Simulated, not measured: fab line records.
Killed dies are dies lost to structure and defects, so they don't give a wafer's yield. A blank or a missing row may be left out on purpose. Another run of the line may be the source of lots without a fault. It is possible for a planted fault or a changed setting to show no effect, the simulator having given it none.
Which tool did it? ; flow gf180mcu ; 39 wafers from 13 lots sampled at 4 of the route's 602 steps

== WHAT EACH GAUGE READ, for each wafer ==
GF_V4_THK_MEAS_01. Usual: V4_CVD_00_THK gives 603 nm (standard deviation 5.8).
lot;measured;on;V4_CVD_00_THK (nm);flag
L962;day 23 03:52;film_metro-04;597 601 593;
L964;day 23 17:23;film_metro-01;606 597 600;
L965;day 24 10:53;film_metro-03;606 601 606;
L966;day 24 15:29;film_metro-01;601 616 603;
L967;day 25 05:14;film_metro-03;594 597 598;
L968;day 25 16:58;film_metro-01;606 607 610;
L969;day 26 03:01;film_metro-04;603 601 604;
L972;day 27 10:19;film_metro-04;601 597 597;
L976;day 28 15:34;film_metro-04;600 609 611;
L980;day 29 04:43;film_metro-04;601 597 600;
L981;day 29 22:22;film_metro-04;612 606 603;
L983;day 29 23:05;film_metro-03;610 602 610;
L984;day 30 04:26;film_metro-04;603 606 611;

GF_V4_THK_MEAS_03. Usual: V4_CVD_02_THK gives 852 nm (standard deviation 10).
lot;measured;on;V4_CVD_02_THK (nm);flag
L962;day 23 03:59;film_metro-03;860 834 852;
L964;day 23 17:31;film_metro-01;853 856 871;
L965;day 24 11:01;film_metro-03;848 853 853;
L966;day 24 15:37;film_metro-04;836 851 854;
L967;day 25 05:22;film_metro-01;837 839 850;
L968;day 25 17:05;film_metro-03;842 848 852;
L969;day 26 03:08;film_metro-03;841 859 858;
L972;day 27 10:27;film_metro-01;854 859 867;
L976;day 28 15:42;film_metro-01;841 842 855;
L980;day 29 04:51;film_metro-03;859 852 864;
L981;day 29 22:29;film_metro-03;851 841 847;
L983;day 29 23:13;film_metro-03;855 854 851;
L984;day 30 04:34;film_metro-03;835 849 852;

== TOOL THAT RAN EACH LOT (tool first, then ch and the chambers of the sampled wafers, then the start) ==
lot;GF_POLY_GATE_ETCH_12;GF_V2_STRIP_18
L962;rie_diel-04 ch 0,2,3, day 9 05:17;plasma_asher-02 ch 0,1, day 19 23:36
L964;rie_diel-02 ch 2,3, day 9 16:56;plasma_asher-02 ch 0,1, day 20 14:04
L965;rie_diel-02 ch 0,2,3, day 10 00:53;plasma_asher-02 ch 0,1, day 21 07:33
L966;rie_diel-04 ch 2,3, day 10 07:23;plasma_asher-03 ch 0,1, day 21 14:00
L967;rie_diel-03 ch 1,2,3, day 10 14:53;plasma_asher-03 ch 0,1, day 22 04:11
L968;rie_diel-04 ch 0,1,2, day 11 00:11;plasma_asher-02 ch 0,1, day 22 16:16
L969;rie_diel-02 ch 1,3, day 11 09:53;plasma_asher-03 ch 0,1, day 23 03:12
L972;rie_diel-02 ch 0,2,3, day 12 15:41;plasma_asher-02 ch 0,1, day 24 14:15
L976;rie_diel-02 ch 0,1,3, day 13 13:56;plasma_asher-03 ch 0,1, day 25 19:21
L980;rie_diel-04 ch 0,3, day 14 11:53;plasma_asher-04 ch 0,1, day 26 11:56
L981;rie_diel-04 ch 0,1,3, day 15 02:29;plasma_asher-04 ch 0,1, day 27 05:57
L983;rie_diel-02 ch 0,3, day 15 08:35;plasma_asher-03 ch 0,1, day 27 06:56
L984;rie_diel-02 ch 0,1,3, day 15 15:53;plasma_asher-04 ch 0,1, day 27 14:23
- GF_POLY_GATE_ETCH_12: etches BARC in N2/H2.
- GF_V2_STRIP_18: strips in O2/N2.

== AS READ BY THE TOOLS THEMSELVES (means over the sampled wafers that have a number; for cases with no such wafer, the mark the record gives instead) ==
GF_POLY_GATE_ETCH_12. Usual: chamber_pressure_mTorr 30.000 mTorr, standard deviation 0.028; drypump_motor_current_A 5.9 A, standard deviation 0.59; oes_product_au 0.735 a.u., standard deviation 0.0047; rf_fwd_power_W 496.6 W, standard deviation 1.7; throttle_valve_pct 13.214 %, standard deviation 0.0095.
lot;tool;chamber_pressure_mTorr (mTorr);drypump_motor_current_A (A);oes_product_au (a.u.);rf_fwd_power_W (W);throttle_valve_pct (%);flag
L962;rie_diel-04;30.018;5.8;0.737;497.9;13.214;
L964;rie_diel-02;30.004;6.2;0.733;496.3;13.212;
L965;rie_diel-02;29.986;6.2;0.734;495.7;13.218;
L966;rie_diel-04;30.006;5.9;0.731;494.8;13.209;
L967;rie_diel-03;30.007;5.8;0.736;495.5;13.214;
L968;rie_diel-04;30.012;6.1;0.737;499.0;13.210;
L969;rie_diel-02;29.988;6.3;0.736;495.1;13.214;
L972;rie_diel-02;29.995;6.2;0.736;498.3;13.220;
L976;rie_diel-02;30.032;6.4;0.733;495.2;13.207;
L980;rie_diel-04;30.011;5.2;0.734;471.5;13.221;OFF
L981;rie_diel-04;29.969;5.5;0.733;472.6;13.210;OFF
L983;rie_diel-02;30.010;6.5;0.735;497.4;13.208;
L984;rie_diel-02;29.998;6.4;0.736;495.7;13.211;

GF_V2_STRIP_18. Usual: chamber_pressure_mTorr 1500.0 mTorr, standard deviation 1.4; drypump_motor_current_A 5.44 A, standard deviation 0.14; heater_power_w 317 W, standard deviation 25; oes_product_au 0.593 a.u., standard deviation 0.0052.
lot;tool;chamber_pressure_mTorr (mTorr);drypump_motor_current_A (A);heater_power_w (W);oes_product_au (a.u.);flag
L962;plasma_asher-02;1501.2;5.39;327;0.591;
L964;plasma_asher-02;1500.5;5.44;327;0.587;
L965;plasma_asher-02;1499.2;5.43;329;0.596;
L966;plasma_asher-03;1500.1;5.46;330;0.595;
L967;plasma_asher-03;1500.7;5.46;324;0.592;
L968;plasma_asher-02;1499.9;5.45;328;0.591;
L969;plasma_asher-03;1500.4;5.46;324;0.598;
L972;plasma_asher-02;1500.6;5.45;325;0.597;
L976;plasma_asher-03;1500.6;5.47;325;0.595;
L980;plasma_asher-04;1499.1;5.50;295;0.597;
L981;plasma_asher-04;1501.1;5.56;286;0.595;
L983;plasma_asher-03;1499.4;5.34;336;0.591;
L984;plasma_asher-04;1499.3;5.55;286;0.594;

== THE ANSWER, worked out from the rows above alone ==
Rule: take the mean of a lot's wafers that have a number; if it is more than 3 standard deviations from the usual mean, the lot is off. Also off: a lot with no number at a reading for which 4 or more lots have one. All remaining lots with rows at the step are treated as sound. The gauges are gone through in route order, then the tools' own readings, and for those a lot's mean is taken as printed above. The first step at which some lot is off is used, and at that step the reading that is off furthest; a lot without a number counts as furthest.
Off: L980, L981, at GF_POLY_GATE_ETCH_12 (rf_fwd_power_W).
If a tool, at that step or one of the process steps before it, ran each lot that is off and ran no sound lot following the first of them, it fits. One fits: GF_POLY_GATE_ETCH_12 on rie_diel-04. Its last sound lot is L968 (day 11 00:11), its first lot that is off L980 (day 14 11:53): a fault that began between those two fits.
On the lots that are off, the tool's own readings at GF_POLY_GATE_ETCH_12 differ by more than 5 times the standard deviation of the sound lots' means, which bears it out; rf_fwd_power_W reads 472.1 W there versus 496.4 W on the sound lots.

== WHAT THE SIMULATOR HAD INSERTED ==
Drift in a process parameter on rie_diel-04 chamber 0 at GF_POLY_GATE_ETCH_12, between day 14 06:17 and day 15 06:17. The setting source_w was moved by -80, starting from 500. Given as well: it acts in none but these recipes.
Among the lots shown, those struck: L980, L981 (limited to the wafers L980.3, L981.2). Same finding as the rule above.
